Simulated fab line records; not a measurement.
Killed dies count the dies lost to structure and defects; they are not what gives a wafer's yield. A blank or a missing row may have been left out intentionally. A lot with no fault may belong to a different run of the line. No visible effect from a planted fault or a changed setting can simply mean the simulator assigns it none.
Which tool did it?    flow sky130    14 lots, 42 wafers sampled, at 5 steps of a route of 708

== WHAT THE GAUGES READ, wafer by wafer ==
SKY_LDD_P_TW_MEAS_11. Usual: LDD_P_TW 629, standard deviation 9.6.
lot   measured      on             LDD_P_TW     flag
L319  day 18 09:59  film_metro-04  639 636 640  
L322  day 19 13:41  film_metro-01  622 622 623  
L323  day 19 22:13  film_metro-03  629 628 628  
L328  day 21 23:29  film_metro-03  629 632 631  
L329  day 22 13:47  film_metro-01  620 621 620  
L332  day 23 14:17  film_metro-03  635 633 640  
L334  day 24 07:56  film_metro-03  631 636 626  
L335  day 24 13:32  film_metro-04  643 641 644  
L336  day 24 23:53  film_metro-04  646 643 641  
L337  day 25 08:29  film_metro-01  623 622 620  
L338  day 27 12:56  film_metro-01  615 617 617  
L339  day 27 16:26  film_metro-04  644 641 638  
L341  day 27 19:59  film_metro-01  616 615 618  
L340  day 27 21:53  film_metro-03  621 624 626  

SKY_RES_XHIGH_TW_MEAS_09. Usual: RES_XHIGH_TW 1620, standard deviation 29.
lot   measured      on             RES_XHIGH_TW    flag
L319  day 26 04:43  film_metro-04  1653 1654 1656  
L322  day 27 04:40  film_metro-01  1586 1591 1587  
L323  day 27 10:49  film_metro-04  1669 1665 1663  
L328  day 29 10:10  film_metro-02  30 30 30        OFF
L329  day 30 02:59  film_metro-02  30 30 30        OFF
L332  day 30 23:09  film_metro-01  1601 1597 1600  
L334  day 31 14:31  film_metro-01  1583 1584 1585  
L335  day 31 20:40  film_metro-04  1654 1659 1647  
L336  day 32 03:43  film_metro-01  1581 1581 1585  
L337  day 32 12:22  film_metro-02  1648 1647 1647  
L338  day 34 13:47  film_metro-04  1642 1656 1652  
L339  day 34 18:28  film_metro-01  1591 1589 1589  
L341  day 34 19:07  film_metro-02  1634 1632 1631  
L340  day 34 21:41  film_metro-02  1637 1642 1640  

SKY_SD_N_RS_MEAS_18: a four-point-probe measurement. Usual: RES_XHIGH_RS 333.3 ohm/sq, standard deviation 1.2.
lot   measured      on             RES_XHIGH_RS (ohm/sq)  flag
L319  day 27 09:46  film_metro-04  332.6 331.6 332.2      
L322  day 28 10:08  film_metro-01  332.5 334.4 332.2      
L323  day 28 16:05  film_metro-04  331.3 331.4 331.8      
L328  day 30 15:25  film_metro-04  333.5 334.3 334.6      
L329  day 31 07:52  film_metro-04  334.2 335.7 334.7      
L332  day 32 03:25  film_metro-04  333.0 333.7 332.8      
L334  day 32 18:59  film_metro-04  334.3 334.5 333.4      
L335  day 33 00:50  film_metro-04  332.9 334.5 334.0      
L336  day 33 08:13  film_metro-04  333.0 333.5 333.3      
L337  day 33 16:17  film_metro-04  332.0 332.1 332.6      
L338  day 35 17:24  film_metro-01  332.7 332.4 332.2      
L339  day 35 21:49  film_metro-02  332.1 332.1 333.0      
L341  day 35 22:31  film_metro-02  335.1 335.0 336.3      
L340  day 36 01:13  film_metro-01  333.7 334.7 334.5      

SKY_LI_CONTACT_BOW_MEAS_03. Usual: LI_CONTACT_BOW 55 um, standard deviation 6.4.
lot   measured      on             LI_CONTACT_BOW (um)  flag
L319  day 27 10:22  film_metro-02  47 54 56             
L322  day 28 10:44  film_metro-04  45 59 53             
L323  day 28 16:47  film_metro-02  63 51 58             
L328  day 30 16:22  film_metro-02  66 65 53             
L329  day 31 08:28  film_metro-04  57 55 52             
L332  day 32 04:14  film_metro-04  55 55 56             
L334  day 32 19:35  film_metro-01  53 48 62             
L335  day 33 01:26  film_metro-01  59 55 54             
L336  day 33 08:49  film_metro-02  50 58 59             
L337  day 33 16:53  film_metro-04  40 48 55             
L338  day 35 18:00  film_metro-04  53 51 63             
L339  day 35 22:25  film_metro-01  46 49 54             
L341  day 35 23:10  film_metro-04  58 61 52             
L340  day 36 01:49  film_metro-04  60 60 54             

== WHICH TOOL RAN EACH LOT (tool, then ch and the chambers of the sampled wafers, then the start) ==
lot   SKY_RES_XHIGH_DEVELOP_06
L319  litho_track-04 ch 0, day 26 04:19
L322  litho_track-04 ch 0, day 27 04:17
L323  litho_track-03 ch 0, day 27 10:25
L328  litho_track-04, day 29 09:46
L329  litho_track-02, day 30 02:35
L332  litho_track-04 ch 0, day 30 22:37
L334  litho_track-03 ch 0, day 31 14:07
L335  litho_track-03 ch 0, day 31 20:16
L336  litho_track-04 ch 0, day 32 03:19
L337  litho_track-04 ch 0, day 32 11:59
L338  litho_track-02 ch 0, day 34 13:24
L339  litho_track-04 ch 0, day 34 18:05
L341  litho_track-04 ch 0, day 34 18:43
L340  litho_track-02 ch 0, day 34 21:17
- SKY_RES_XHIGH_DEVELOP_06: develop time 60 s.

== WHAT THE TOOLS THEMSELVES READ (means of the sampled wafers that have a number; where no wafer has one, the mark that the record gives instead) ==
SKY_RES_XHIGH_DEVELOP_06. Usual: chill_plate_temp_C reads 23.00 C (standard deviation 0.096).
lot   tool            chill_plate_temp_C (C)  flag
L319  litho_track-04  22.88                   
L322  litho_track-04  23.03                   
L323  litho_track-03  23.00                   
L328  litho_track-04  -                       OFF
L329  litho_track-02  -                       OFF
L332  litho_track-04  22.99                   
L334  litho_track-03  23.11                   
L335  litho_track-03  23.07                   
L336  litho_track-04  22.95                   
L337  litho_track-04  23.02                   
L338  litho_track-02  22.92                   
L339  litho_track-04  23.10                   
L341  litho_track-04  23.01                   
L340  litho_track-02  23.02                   

== THE ANSWER, worked out from the rows above alone ==
Rule: lot off if the mean of its wafers having a number is beyond 3 standard deviations from the usual mean. Also off: a lot with no number at a reading for which 4 or more lots have one. The other lots that the step has rows for count as sound. After the gauges, taken in route order, come the tools' own readings; for these a lot's mean is taken, as printed above. The first step at which some lot is off is used, and at that step the reading that is off furthest; a lot without a number counts as furthest.
Off: at SKY_RES_XHIGH_TW_MEAS_09 (RES_XHIGH_TW), L328, L329.
If a tool, at a process step before that reading, ran all the lots that are off and no sound lot after the first of them, it fits. Not tried: the gauges at SKY_RES_XHIGH_TW_MEAS_09; whatever is off there is also off at SKY_RES_XHIGH_DEVELOP_06, on other tools, and gauge error can't account for it. Of those tried, none fits.

== WHAT THE SIMULATOR PUT IN ==
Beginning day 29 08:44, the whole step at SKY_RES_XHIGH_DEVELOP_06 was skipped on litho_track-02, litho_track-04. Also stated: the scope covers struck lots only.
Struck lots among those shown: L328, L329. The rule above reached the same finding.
